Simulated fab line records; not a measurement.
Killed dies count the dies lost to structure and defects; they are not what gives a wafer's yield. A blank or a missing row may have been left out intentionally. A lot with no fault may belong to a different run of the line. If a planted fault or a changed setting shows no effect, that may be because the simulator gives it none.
fab line records :: flow sfq_line
[record]
  lots = 14
  wafers = 42
  last_day = 79
route steps=325 shown I0@43 I1@83 I3@134
lots untouched by any fault: they come from a run of this same line in which no faults occurred
start_h: hours from the record's opening day to when the first of the lot's shown wafers began :: wait_h: how many hours have passed since the lot's step before this one :: " as in the row above :: L1.1+2: a single row standing in for several wafers :: - no value, or no start was given :: * or withheld: withheld :: < > ~ a bound
route shown NAME@n: a module of which the file shows steps, and the number in the route of the first :: usual: the fault-free wafers' mean and standard deviation :: same: alike in all rows :: chamber/n: place in a boat :: sites: each site's reading :: _std_site: the standard deviation of these :: _edge_site: mean of outer sites minus mean of inner sites :: radius_mm: how far each site lies from the wafer's centre :: mask NAME#n: copy n :: behind: the last tool/chamber to shape the wafer :: hold: what put the lot on hold/how long, in hours/how the hold closed :: device: the n, p or np transistor that did not switch :: end of line: the tests these same wafers got at the end of their route :: step lacking rows: just its recipe :: killed: dies lost to structure and defects at the first sort, not the wafer's yield :: map: a wafer's dies, x killed, . not, _ none there
set.NAME: the setting the step ran with; set.NAME@STEP: the setting that earlier step ran with :: model.NAME: the simulator's own value behind a step, which no gauge read
a sample of lots followed through the steps of the route, with each step as a table and each wafer as a row
services: when a tool's chamber went out of use (start_h, in hours from the record's first day, below 0 if earlier), for how many hours, and the reason
[[steps]]
[step SFQ_TRILAYER_I0_DEP_PECVD_027]
[recipe]
  material = SiO2
  temp_c = 150
  time_s = 111.11
  pressure_torr = 2.4
  rf_w = 183.3
  precursor = SiH4/N2O
  target_thk_nm = 500
[usual]
  heater_power_w = 85/18
  throttle_valve_pct = 24.4/0.79
lot.wafer: L255.1
tool: pecvd-04
chamber: 0
start_h: 240.70
wait_h: 0.0
heater_power_w: 58
throttle_valve_pct: 24.2

lot.wafer: L255.4
tool: pecvd-04
chamber: 0
start_h: 240.70
wait_h: 0.0
heater_power_w: 58
throttle_valve_pct: 24.7

lot.wafer: L255.6
tool: pecvd-04
chamber: 1
start_h: 240.70
wait_h: 0.0
heater_power_w: 133
throttle_valve_pct: 23.8

lot.wafer: L257.1
tool: pecvd-02
chamber: 1
start_h: 253.50
wait_h: 0.0
heater_power_w: 95
throttle_valve_pct: 25.3

lot.wafer: L257.3
tool: pecvd-02
chamber: 0
start_h: 253.50
wait_h: 0.0
heater_power_w: 93
throttle_valve_pct: 24.9

lot.wafer: L257.4
tool: pecvd-02
chamber: 0
start_h: 253.50
wait_h: 0.0
heater_power_w: 93
throttle_valve_pct: 24.9

lot.wafer: L258.3
tool: pecvd-02
chamber: 0
start_h: 260.70
wait_h: 0.0
heater_power_w: 89
throttle_valve_pct: 24.9

lot.wafer: L258.4
tool: pecvd-02
chamber: 0
start_h: 260.70
wait_h: 0.0
heater_power_w: 78
throttle_valve_pct: 25.2

lot.wafer: L258.5
tool: pecvd-02
chamber: 2
start_h: 260.70
wait_h: 0.0
heater_power_w: 86
throttle_valve_pct: 23.7

lot.wafer: L259.4
tool: pecvd-04
chamber: 1
start_h: 268.72
wait_h: 0.0
heater_power_w: 111
throttle_valve_pct: 24.0

lot.wafer: L259.5
tool: pecvd-04
chamber: 0
start_h: 268.72
wait_h: 0.0
heater_power_w: 61
throttle_valve_pct: 24.3

lot.wafer: L259.6
tool: pecvd-04
chamber: 2
start_h: 268.72
wait_h: 0.0
heater_power_w: 91
throttle_valve_pct: 23.5

lot.wafer: L260.2
tool: pecvd-02
chamber: 0
start_h: 275.10
wait_h: 0.0
heater_power_w: 87
throttle_valve_pct: 25.2

lot.wafer: L260.3
tool: pecvd-02
chamber: 2
start_h: 275.10
wait_h: 0.0
heater_power_w: 80
throttle_valve_pct: 23.6

lot.wafer: L260.5
tool: pecvd-02
chamber: 2
start_h: 275.10
wait_h: 0.0
heater_power_w: 83
throttle_valve_pct: 23.8

lot.wafer: L261.3
tool: pecvd-02
chamber: 0
start_h: 287.10
wait_h: 0.0
heater_power_w: 93
throttle_valve_pct: 25.2

lot.wafer: L261.4
tool: pecvd-02
chamber: 2
start_h: 287.10
wait_h: 0.0
heater_power_w: 86
throttle_valve_pct: 23.6

lot.wafer: L261.6
tool: pecvd-02
chamber: 0
start_h: 287.10
wait_h: 0.0
heater_power_w: 75
throttle_valve_pct: 25.0

lot.wafer: L263.2
tool: pecvd-02
chamber: 2
start_h: 297.90
wait_h: 0.0
heater_power_w: 83
throttle_valve_pct: 23.9

lot.wafer: L263.3
tool: pecvd-02
chamber: 0
start_h: 297.90
wait_h: 0.0
heater_power_w: 91
throttle_valve_pct: 25.0

lot.wafer: L263.6
tool: pecvd-02
chamber: 2
start_h: 297.90
wait_h: 0.0
heater_power_w: 86
throttle_valve_pct: 23.7

lot.wafer: L264.1
tool: pecvd-02
chamber: 2
start_h: 302.70
wait_h: 0.0
heater_power_w: 86
throttle_valve_pct: 23.9

lot.wafer: L264.3
tool: pecvd-02
chamber: 0
start_h: 302.70
wait_h: 0.0
heater_power_w: 92
throttle_valve_pct: 24.8

lot.wafer: L264.6
tool: pecvd-02
chamber: 2
start_h: 302.70
wait_h: 0.0
heater_power_w: 88
throttle_valve_pct: 23.6

lot.wafer: L265.2
tool: pecvd-03
chamber: 1
start_h: 308.82
wait_h: 0.0
heater_power_w: 76
throttle_valve_pct: 24.1

lot.wafer: L265.4
tool: pecvd-03
chamber: 1
start_h: 308.82
wait_h: 0.0
heater_power_w: 78
throttle_valve_pct: 24.0

lot.wafer: L265.6
tool: pecvd-03
chamber: 2
start_h: 308.82
wait_h: 0.0
heater_power_w: 82
throttle_valve_pct: 25.2

lot.wafer: L266.4
tool: pecvd-02
chamber: 2
start_h: 319.59
wait_h: 0.0
heater_power_w: 83
throttle_valve_pct: 23.9

lot.wafer: L266.5
tool: pecvd-02
chamber: 1
start_h: 319.59
wait_h: 0.0
heater_power_w: 95
throttle_valve_pct: 25.5

lot.wafer: L266.6
tool: pecvd-02
chamber: 0
start_h: 319.59
wait_h: 0.0
heater_power_w: 91
throttle_valve_pct: 24.7

lot.wafer: L268.2
tool: pecvd-02
chamber: 2
start_h: 339.95
wait_h: 0.0
heater_power_w: 76
throttle_valve_pct: 23.7

lot.wafer: L268.3
tool: pecvd-02
chamber: 0
start_h: 339.95
wait_h: 0.0
heater_power_w: 89
throttle_valve_pct: 24.7

lot.wafer: L268.4
tool: pecvd-02
chamber: 2
start_h: 339.95
wait_h: 0.0
heater_power_w: 79
throttle_valve_pct: 24.0

lot.wafer: L269.4
tool: pecvd-02
chamber: 2
start_h: 347.31
wait_h: 0.0
heater_power_w: 76
throttle_valve_pct: 23.8

lot.wafer: L269.5
tool: pecvd-02
chamber: 0
start_h: 347.31
wait_h: 0.0
heater_power_w: 87
throttle_valve_pct: 24.8

lot.wafer: L269.6
tool: pecvd-02
chamber: 2
start_h: 347.31
wait_h: 0.0
heater_power_w: 80
throttle_valve_pct: 23.8

lot.wafer: L272.2
tool: pecvd-02
chamber: 1
start_h: 370.07
wait_h: 0.0
heater_power_w: 95
throttle_valve_pct: 25.2

lot.wafer: L272.4
tool: pecvd-02
chamber: 2
start_h: 370.07
wait_h: 0.0
heater_power_w: 85
throttle_valve_pct: 23.9

lot.wafer: L272.6
tool: pecvd-02
chamber: 1
start_h: 370.07
wait_h: 0.0
heater_power_w: 80
throttle_valve_pct: 25.3

lot.wafer: L273.2
tool: pecvd-03
chamber: 2
start_h: 374.25
wait_h: 0.0
heater_power_w: 72
throttle_valve_pct: 25.9

lot.wafer: L273.3
tool: pecvd-03
chamber: 1
start_h: 374.25
wait_h: 0.0
heater_power_w: 86
throttle_valve_pct: 24.2

lot.wafer: L273.4
tool: pecvd-03
chamber: 1
start_h: 374.25
wait_h: 0.0
heater_power_w: 88
throttle_valve_pct: 24.3
[step SFQ_I1_OVL_MEAS_913]
[usual]
  I1_OVL = -1/4.5
lot.wafer: L255.1
tool: overlay-01
chamber: -
start_h: 369.01
wait_h: 0.1
I1_OVL[nm]: 0

lot.wafer: L255.4
tool: overlay-01
chamber: -
start_h: 369.01
wait_h: 0.1
I1_OVL[nm]: 1

lot.wafer: L255.6
tool: overlay-01
chamber: -
start_h: 369.01
wait_h: 0.1
I1_OVL[nm]: 1

lot.wafer: L257.1
tool: overlay-02
chamber: -
start_h: 525.48
wait_h: 0.1
I1_OVL[nm]: 1

lot.wafer: L257.3
tool: overlay-02
chamber: -
start_h: 525.48
wait_h: 0.1
I1_OVL[nm]: 8

lot.wafer: L257.4
tool: overlay-02
chamber: -
start_h: 525.48
wait_h: 0.1
I1_OVL[nm]: 6

lot.wafer: L258.3
tool: overlay-01
chamber: -
start_h: 531.49
wait_h: 0.1
I1_OVL[nm]: -1

lot.wafer: L258.4
tool: overlay-01
chamber: -
start_h: 531.49
wait_h: 0.1
I1_OVL[nm]: 2

lot.wafer: L258.5
tool: overlay-01
chamber: -
start_h: 531.49
wait_h: 0.1
I1_OVL[nm]: 0

lot.wafer: L259.4
tool: overlay-01
chamber: -
start_h: 547.10
wait_h: 0.1
I1_OVL[nm]: -11

lot.wafer: L259.5
tool: overlay-01
chamber: -
start_h: 547.10
wait_h: 0.1
I1_OVL[nm]: -8

lot.wafer: L259.6
tool: overlay-01
chamber: -
start_h: 547.10
wait_h: 0.1
I1_OVL[nm]: -8

lot.wafer: L260.2
tool: overlay-02
chamber: -
start_h: 563.88
wait_h: 0.1
I1_OVL[nm]: 6

lot.wafer: L260.3
tool: overlay-02
chamber: -
start_h: 563.88
wait_h: 0.1
I1_OVL[nm]: 1

lot.wafer: L260.5
tool: overlay-02
chamber: -
start_h: 563.88
wait_h: 0.1
I1_OVL[nm]: -1

lot.wafer: L261.3
tool: overlay-02
chamber: -
start_h: 579.49
wait_h: 0.1
I1_OVL[nm]: 5

lot.wafer: L261.4
tool: overlay-02
chamber: -
start_h: 579.49
wait_h: 0.1
I1_OVL[nm]: 4

lot.wafer: L261.6
tool: overlay-02
chamber: -
start_h: 579.49
wait_h: 0.1
I1_OVL[nm]: 4

lot.wafer: L263.2
tool: overlay-01
chamber: -
start_h: 589.08
wait_h: 0.1
I1_OVL[nm]: 5

lot.wafer: L263.3
tool: overlay-01
chamber: -
start_h: 589.08
wait_h: 0.1
I1_OVL[nm]: 6

lot.wafer: L263.6
tool: overlay-01
chamber: -
start_h: 589.08
wait_h: 0.1
I1_OVL[nm]: 1

lot.wafer: L264.1
tool: overlay-01
chamber: -
start_h: 612.08
wait_h: 0.1
I1_OVL[nm]: 8

lot.wafer: L264.3
tool: overlay-01
chamber: -
start_h: 612.08
wait_h: 0.1
I1_OVL[nm]: 10

lot.wafer: L264.6
tool: overlay-01
chamber: -
start_h: 612.08
wait_h: 0.1
I1_OVL[nm]: 4

lot.wafer: L265.2
tool: overlay-01
chamber: -
start_h: 614.49
wait_h: 0.1
I1_OVL[nm]: 6

lot.wafer: L265.4
tool: overlay-01
chamber: -
start_h: 614.49
wait_h: 0.1
I1_OVL[nm]: 0

lot.wafer: L265.6
tool: overlay-01
chamber: -
start_h: 614.49
wait_h: 0.1
I1_OVL[nm]: 0

lot.wafer: L266.4
tool: overlay-02
chamber: -
start_h: 625.73
wait_h: 0.1
I1_OVL[nm]: -3

lot.wafer: L266.5
tool: overlay-02
chamber: -
start_h: 625.73
wait_h: 0.1
I1_OVL[nm]: 2

lot.wafer: L266.6
tool: overlay-02
chamber: -
start_h: 625.73
wait_h: 0.1
I1_OVL[nm]: 5

lot.wafer: L268.2
tool: overlay-01
chamber: -
start_h: 633.58
wait_h: 0.1
I1_OVL[nm]: -8

lot.wafer: L268.3
tool: overlay-01
chamber: -
start_h: 633.58
wait_h: 0.1
I1_OVL[nm]: -6

lot.wafer: L268.4
tool: overlay-01
chamber: -
start_h: 633.58
wait_h: 0.1
I1_OVL[nm]: -5

lot.wafer: L269.4
tool: overlay-01
chamber: -
start_h: 797.75
wait_h: 0.1
I1_OVL[nm]: -4

lot.wafer: L269.5
tool: overlay-01
chamber: -
start_h: 797.75
wait_h: 0.1
I1_OVL[nm]: -5

lot.wafer: L269.6
tool: overlay-01
chamber: -
start_h: 797.75
wait_h: 0.1
I1_OVL[nm]: -2

lot.wafer: L272.2
tool: overlay-02
chamber: -
start_h: 827.66
wait_h: 0.1
I1_OVL[nm]: -4

lot.wafer: L272.4
tool: overlay-02
chamber: -
start_h: 827.66
wait_h: 0.1
I1_OVL[nm]: -3

lot.wafer: L272.6
tool: overlay-02
chamber: -
start_h: 827.66
wait_h: 0.1
I1_OVL[nm]: -5

lot.wafer: L273.2
tool: overlay-01
chamber: -
start_h: 831.26
wait_h: 0.1
I1_OVL[nm]: -3

lot.wafer: L273.3
tool: overlay-01
chamber: -
start_h: 831.26
wait_h: 0.1
I1_OVL[nm]: 1

lot.wafer: L273.4
tool: overlay-01
chamber: -
start_h: 831.26
wait_h: 0.1
I1_OVL[nm]: -2
[step SFQ_TRILAYER_I3_CMP_CMP_082]
[recipe]
  material = SiO2
  down_force_psi = 3
  platen_rpm = 60
  pad_velocity_m_s = 0.94248
[usual]
  edge_zone_pressure_frac = 1.001/0.005
  motor_current_A = 10.1/0.95
  time_to_endpoint_s = 212/8.3
lot.wafer: L255.4
tool: cmp-02
chamber: 3
start_h: 582.88
wait_h: 14.9
edge_zone_pressure_frac: 1.005
motor_current_A: 10.1
time_to_endpoint_s: 220

lot.wafer: L255.1
tool: cmp-02
chamber: 0
start_h: 582.88
wait_h: 14.9
edge_zone_pressure_frac: 1.003
motor_current_A: 9.3
time_to_endpoint_s: 208

lot.wafer: L255.6
tool: cmp-02
chamber: 1
start_h: 582.88
wait_h: 14.9
edge_zone_pressure_frac: 0.998
motor_current_A: 8.7
time_to_endpoint_s: 221

lot.wafer: L257.1
tool: cmp-01
chamber: 2
start_h: 713.59
wait_h: 0.0
edge_zone_pressure_frac: 0.992
motor_current_A: 8.7
time_to_endpoint_s: 219

lot.wafer: L257.3
tool: cmp-01
chamber: 3
start_h: 713.59
wait_h: 0.0
edge_zone_pressure_frac: 1.008
motor_current_A: 9.3
time_to_endpoint_s: 226

lot.wafer: L257.4
tool: cmp-01
chamber: 0
start_h: 713.59
wait_h: 0.0
edge_zone_pressure_frac: 1.002
motor_current_A: 10.8
time_to_endpoint_s: 204

lot.wafer: L258.3
tool: cmp-01
chamber: 2
start_h: 722.25
wait_h: 0.5
edge_zone_pressure_frac: 1.008
motor_current_A: 9.1
time_to_endpoint_s: 217

lot.wafer: L258.4
tool: cmp-01
chamber: 3
start_h: 722.25
wait_h: 0.5
edge_zone_pressure_frac: 0.996
motor_current_A: 10.2
time_to_endpoint_s: 226

lot.wafer: L258.5
tool: cmp-01
chamber: 2
start_h: 724.25
wait_h: 2.5
edge_zone_pressure_frac: 1.001
motor_current_A: 9.5
time_to_endpoint_s: 219

lot.wafer: L259.4
tool: cmp-01
chamber: 3
start_h: 754.79
wait_h: 2.8
edge_zone_pressure_frac: 0.998
motor_current_A: 9.9
time_to_endpoint_s: 223

lot.wafer: L259.6
tool: cmp-01
chamber: 1
start_h: 755.79
wait_h: 3.8
edge_zone_pressure_frac: 0.996
motor_current_A: 12.0
time_to_endpoint_s: 208

lot.wafer: L259.5
tool: cmp-01
chamber: 2
start_h: 755.79
wait_h: 3.8
edge_zone_pressure_frac: 0.990
motor_current_A: 9.0
time_to_endpoint_s: 201

lot.wafer: L260.3
tool: cmp-01
chamber: 1
start_h: 760.29
wait_h: 2.3
edge_zone_pressure_frac: 1.011
motor_current_A: 11.8
time_to_endpoint_s: 212

lot.wafer: L260.2
tool: cmp-01
chamber: 2
start_h: 760.29
wait_h: 2.3
edge_zone_pressure_frac: 1.004
motor_current_A: 9.1
time_to_endpoint_s: 212

lot.wafer: L260.5
tool: cmp-01
chamber: 0
start_h: 761.79
wait_h: 3.8
edge_zone_pressure_frac: 0.999
motor_current_A: 11.0
time_to_endpoint_s: 209

lot.wafer: L261.4
tool: cmp-02
chamber: 3
start_h: 929.69
wait_h: 40.9
edge_zone_pressure_frac: 0.997
motor_current_A: 10.1
time_to_endpoint_s: 227

lot.wafer: L261.3
tool: cmp-02
chamber: 1
start_h: 930.69
wait_h: 41.9
edge_zone_pressure_frac: 1.007
motor_current_A: 8.9
time_to_endpoint_s: 227

lot.wafer: L261.6
tool: cmp-02
chamber: 2
start_h: 930.69
wait_h: 41.9
edge_zone_pressure_frac: 0.996
motor_current_A: 9.8
time_to_endpoint_s: 214

lot.wafer: L263.3
tool: cmp-01
chamber: 0
start_h: 1060.83
wait_h: 50.7
edge_zone_pressure_frac: 0.995
motor_current_A: 10.5
time_to_endpoint_s: 206

lot.wafer: L263.2
tool: cmp-01
chamber: 1
start_h: 1060.83
wait_h: 50.7
edge_zone_pressure_frac: 1.002
motor_current_A: 11.4
time_to_endpoint_s: 211

lot.wafer: L263.6
tool: cmp-01
chamber: 3
start_h: 1062.33
wait_h: 52.1
edge_zone_pressure_frac: 0.997
motor_current_A: 9.7
time_to_endpoint_s: 219

lot.wafer: L264.1
tool: cmp-02
chamber: 1
start_h: 1083.35
wait_h: 45.5
edge_zone_pressure_frac: 1.003
motor_current_A: 8.4
time_to_endpoint_s: 231

lot.wafer: L264.3
tool: cmp-02
chamber: 2
start_h: 1083.35
wait_h: 45.5
edge_zone_pressure_frac: 1.007
motor_current_A: 10.5
time_to_endpoint_s: 209

lot.wafer: L264.6
tool: cmp-02
chamber: 2
start_h: 1085.85
wait_h: 47.9
edge_zone_pressure_frac: 0.996
motor_current_A: 10.7
time_to_endpoint_s: 215

lot.wafer: L265.4
tool: cmp-01
chamber: 1
start_h: 1084.83
wait_h: 44.5
edge_zone_pressure_frac: 1.014
motor_current_A: 11.5
time_to_endpoint_s: 213

lot.wafer: L265.2
tool: cmp-01
chamber: 2
start_h: 1084.83
wait_h: 44.5
edge_zone_pressure_frac: 1.002
motor_current_A: 9.6
time_to_endpoint_s: 209

lot.wafer: L265.6
tool: cmp-01
chamber: 3
start_h: 1084.83
wait_h: 44.5
edge_zone_pressure_frac: 1.004
motor_current_A: 9.5
time_to_endpoint_s: 225

lot.wafer: L266.4
tool: cmp-01
chamber: 0
start_h: 1087.83
wait_h: 36.7
edge_zone_pressure_frac: 1.004
motor_current_A: 10.1
time_to_endpoint_s: 200

lot.wafer: L266.6
tool: cmp-01
chamber: 2
start_h: 1088.83
wait_h: 37.7
edge_zone_pressure_frac: 1.004
motor_current_A: 9.2
time_to_endpoint_s: 207

lot.wafer: L266.5
tool: cmp-01
chamber: 3
start_h: 1088.83
wait_h: 37.7
edge_zone_pressure_frac: 0.996
motor_current_A: 9.7
time_to_endpoint_s: 217

lot.wafer: L268.2
tool: cmp-02
chamber: 0
start_h: 1096.35
wait_h: 35.7
edge_zone_pressure_frac: 1.002
motor_current_A: 9.3
time_to_endpoint_s: 211

lot.wafer: L268.4
tool: cmp-02
chamber: 2
start_h: 1097.35
wait_h: 36.6
edge_zone_pressure_frac: 0.997
motor_current_A: 9.7
time_to_endpoint_s: 210

lot.wafer: L268.3
tool: cmp-02
chamber: 3
start_h: 1097.35
wait_h: 36.6
edge_zone_pressure_frac: 1.000
motor_current_A: 9.8
time_to_endpoint_s: 216

lot.wafer: L269.4
tool: cmp-02
chamber: 3
start_h: 1115.35
wait_h: 36.6
edge_zone_pressure_frac: 1.005
motor_current_A: 9.9
time_to_endpoint_s: 219

lot.wafer: L269.5
tool: cmp-02
chamber: 1
start_h: 1116.35
wait_h: 37.6
edge_zone_pressure_frac: 1.002
motor_current_A: 8.7
time_to_endpoint_s: 224

lot.wafer: L269.6
tool: cmp-02
chamber: 2
start_h: 1116.35
wait_h: 37.6
edge_zone_pressure_frac: 1.003
motor_current_A: 10.7
time_to_endpoint_s: 216

lot.wafer: L272.2
tool: cmp-02
chamber: 0
start_h: 1126.85
wait_h: 24.1
edge_zone_pressure_frac: 0.999
motor_current_A: 9.1
time_to_endpoint_s: 213

lot.wafer: L272.4
tool: cmp-02
chamber: 1
start_h: 1126.85
wait_h: 24.1
edge_zone_pressure_frac: 0.998
motor_current_A: 8.8
time_to_endpoint_s: 226

lot.wafer: L272.6
tool: cmp-02
chamber: 0
start_h: 1128.85
wait_h: 26.1
edge_zone_pressure_frac: 1.001
motor_current_A: 9.2
time_to_endpoint_s: 120

lot.wafer: L273.4
tool: cmp-02
chamber: 2
start_h: 1132.35
wait_h: 24.8
edge_zone_pressure_frac: 1.004
motor_current_A: 10.8
time_to_endpoint_s: 217

lot.wafer: L273.2
tool: cmp-02
chamber: 3
start_h: 1132.35
wait_h: 24.8
edge_zone_pressure_frac: 1.000
motor_current_A: 10.2
time_to_endpoint_s: 208

lot.wafer: L273.3
tool: cmp-02
chamber: 0
start_h: 1132.35
wait_h: 24.8
edge_zone_pressure_frac: 0.992
motor_current_A: 9.4
time_to_endpoint_s: 116
[step SFQ_I3_OVL_MEAS_923]
[usual]
  I3_OVL = 1/5.9
lot.wafer: L255.1
tool: overlay-01
chamber: -
start_h: 734.12
wait_h: 0.1
I3_OVL[nm]: 14

lot.wafer: L255.4
tool: overlay-01
chamber: -
start_h: 734.12
wait_h: 0.1
I3_OVL[nm]: -1

lot.wafer: L255.6
tool: overlay-01
chamber: -
start_h: 734.12
wait_h: 0.1
I3_OVL[nm]: 2

lot.wafer: L257.1
tool: overlay-02
chamber: -
start_h: 876.98
wait_h: 0.1
I3_OVL[nm]: 0

lot.wafer: L257.3
tool: overlay-02
chamber: -
start_h: 876.98
wait_h: 0.1
I3_OVL[nm]: 3

lot.wafer: L257.4
tool: overlay-02
chamber: -
start_h: 876.98
wait_h: 0.1
I3_OVL[nm]: 7

lot.wafer: L258.3
tool: overlay-02
chamber: -
start_h: 879.39
wait_h: 0.1
I3_OVL[nm]: 8

lot.wafer: L258.4
tool: overlay-02
chamber: -
start_h: 879.39
wait_h: 0.1
I3_OVL[nm]: 0

lot.wafer: L258.5
tool: overlay-02
chamber: -
start_h: 879.39
wait_h: 0.1
I3_OVL[nm]: 6

lot.wafer: L259.4
tool: overlay-02
chamber: -
start_h: 890.06
wait_h: 0.1
I3_OVL[nm]: 2

lot.wafer: L259.5
tool: overlay-02
chamber: -
start_h: 890.06
wait_h: 0.1
I3_OVL[nm]: 4

lot.wafer: L259.6
tool: overlay-02
chamber: -
start_h: 890.06
wait_h: 0.1
I3_OVL[nm]: 8

lot.wafer: L260.2
tool: overlay-02
chamber: -
start_h: 891.25
wait_h: 0.1
I3_OVL[nm]: 4

lot.wafer: L260.3
tool: overlay-02
chamber: -
start_h: 891.25
wait_h: 0.1
I3_OVL[nm]: -2

lot.wafer: L260.5
tool: overlay-02
chamber: -
start_h: 891.25
wait_h: 0.1
I3_OVL[nm]: 3

lot.wafer: L261.3
tool: overlay-01
chamber: -
start_h: 957.04
wait_h: 0.1
I3_OVL[nm]: -6

lot.wafer: L261.4
tool: overlay-01
chamber: -
start_h: 957.04
wait_h: 0.1
I3_OVL[nm]: -12

lot.wafer: L261.6
tool: overlay-01
chamber: -
start_h: 957.04
wait_h: 0.1
I3_OVL[nm]: -11

lot.wafer: L263.2
tool: overlay-02
chamber: -
start_h: 1068.26
wait_h: 0.1
I3_OVL[nm]: 2

lot.wafer: L263.3
tool: overlay-02
chamber: -
start_h: 1068.26
wait_h: 0.1
I3_OVL[nm]: -5

lot.wafer: L263.6
tool: overlay-02
chamber: -
start_h: 1068.26
wait_h: 0.1
I3_OVL[nm]: -8

lot.wafer: L264.1
tool: overlay-02
chamber: -
start_h: 1090.77
wait_h: 0.1
I3_OVL[nm]: 2

lot.wafer: L264.3
tool: overlay-02
chamber: -
start_h: 1090.77
wait_h: 0.1
I3_OVL[nm]: 0

lot.wafer: L264.6
tool: overlay-02
chamber: -
start_h: 1090.77
wait_h: 0.1
I3_OVL[nm]: -4

lot.wafer: L265.2
tool: overlay-02
chamber: -
start_h: 1091.98
wait_h: 0.1
I3_OVL[nm]: 5

lot.wafer: L265.4
tool: overlay-02
chamber: -
start_h: 1091.98
wait_h: 0.1
I3_OVL[nm]: 8

lot.wafer: L265.6
tool: overlay-02
chamber: -
start_h: 1091.98
wait_h: 0.1
I3_OVL[nm]: -6

lot.wafer: L266.4
tool: overlay-02
chamber: -
start_h: 1099.29
wait_h: 0.1
I3_OVL[nm]: 7

lot.wafer: L266.5
tool: overlay-02
chamber: -
start_h: 1099.29
wait_h: 0.1
I3_OVL[nm]: -6

lot.wafer: L266.6
tool: overlay-02
chamber: -
start_h: 1099.29
wait_h: 0.1
I3_OVL[nm]: -2

lot.wafer: L268.2
tool: overlay-01
chamber: -
start_h: 1115.60
wait_h: 0.1
I3_OVL[nm]: -7

lot.wafer: L268.3
tool: overlay-01
chamber: -
start_h: 1115.60
wait_h: 0.1
I3_OVL[nm]: -2

lot.wafer: L268.4
tool: overlay-01
chamber: -
start_h: 1115.60
wait_h: 0.1
I3_OVL[nm]: -6

lot.wafer: L269.4
tool: overlay-02
chamber: -
start_h: 1229.04
wait_h: 0.1
I3_OVL[nm]: -6

lot.wafer: L269.5
tool: overlay-02
chamber: -
start_h: 1229.04
wait_h: 0.1
I3_OVL[nm]: -2

lot.wafer: L269.6
tool: overlay-02
chamber: -
start_h: 1229.04
wait_h: 0.1
I3_OVL[nm]: -9

lot.wafer: L272.2
tool: overlay-02
chamber: -
start_h: 1242.23
wait_h: 0.1
I3_OVL[nm]: 1

lot.wafer: L272.4
tool: overlay-02
chamber: -
start_h: 1242.23
wait_h: 0.1
I3_OVL[nm]: 0

lot.wafer: L272.6
tool: overlay-02
chamber: -
start_h: 1242.23
wait_h: 0.1
I3_OVL[nm]: -6

lot.wafer: L273.2
tool: overlay-02
chamber: -
start_h: 1249.73
wait_h: 0.1
I3_OVL[nm]: 2

lot.wafer: L273.3
tool: overlay-02
chamber: -
start_h: 1249.73
wait_h: 0.1
I3_OVL[nm]: -3

lot.wafer: L273.4
tool: overlay-02
chamber: -
start_h: 1249.73
wait_h: 0.1
I3_OVL[nm]: -1
[[services]]
tool: cmp-01
chamber: -
start_h: 232.54
hours: 4.0
kind: pm

tool: cmp-01
chamber: -
start_h: 233.24
hours: 0.2
kind: repair

tool: cmp-01
chamber: -
start_h: 243.08
hours: 0.8
kind: repair

tool: pecvd-02
chamber: -
start_h: 249.34
hours: 0.8
kind: repair

tool: cmp-01
chamber: -
start_h: 260.66
hours: 0.6
kind: repair

tool: cmp-02
chamber: -
start_h: 265.05
hours: 0.3
kind: repair

tool: pecvd-02
chamber: -
start_h: 265.08
hours: 6.0
kind: pm

tool: pecvd-02
chamber: -
start_h: 281.38
hours: 1.1
kind: repair

tool: cmp-02
chamber: -
start_h: 309.84
hours: 11.2
kind: pm

tool: pecvd-02
chamber: 2
start_h: 319.82
hours: 17.9
kind: repair

tool: cmp-01
chamber: -
start_h: 323.90
hours: 0.8
kind: repair

tool: pecvd-02
chamber: 1
start_h: 339.44
hours: 18.3
kind: repair

tool: pecvd-02
chamber: -
start_h: 374.62
hours: 1.0
kind: repair

tool: pecvd-02
chamber: -
start_h: 443.95
hours: 0.8
kind: repair

tool: pecvd-02
chamber: -
start_h: 563.75
hours: 14.0
kind: pm

tool: pecvd-02
chamber: -
start_h: 594.51
hours: 2.8
kind: pm

tool: pecvd-02
chamber: 0
start_h: 731.11
hours: 4.7
kind: repair

tool: pecvd-02
chamber: -
start_h: 831.32
hours: 0.7
kind: repair

tool: pecvd-02
chamber: 1
start_h: 861.32
hours: 4.2
kind: repair

tool: pecvd-02
chamber: -
start_h: 946.25
hours: 3.4
kind: repair

tool: pecvd-02
chamber: -
start_h: 975.17
hours: 4.3
kind: pm

tool: pecvd-02
chamber: 0
start_h: 1063.20
hours: 4.9
kind: repair

tool: pecvd-02
chamber: -
start_h: 1078.14
hours: 1.4
kind: repair

tool: pecvd-02
chamber: -
start_h: 1096.46
hours: 2.2
kind: repair
[[key]]
[first_sign]
  step = SFQ_TRILAYER_I3_CMP_CMP_082
  reading = time_to_endpoint_s
  direction = down
  sigmas = 11
  usual = *
  struck = *
effect none on later readings
met_at SFQ_TRILAYER_I3_CMP_CMP_082
struck_lots L272,L273
struck_wafers L272.6,L273.3
not_acting_at SFQ_TRILAYER_I0_DEP_PECVD_027,SFQ_I1_OVL_MEAS_913,SFQ_I3_OVL_MEAS_923
onset_between 1115.35 1126.85
[fault]
  kind = process_parameter_drift
  tool = cmp-02
  chamber = -
  onset_h = 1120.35
  steps = SFQ_TRILAYER_I3_CMP_CMP_082
  channel = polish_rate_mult
  offset = 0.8
  shape = step
  end_h = 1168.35
  scope = struck_wafers_only
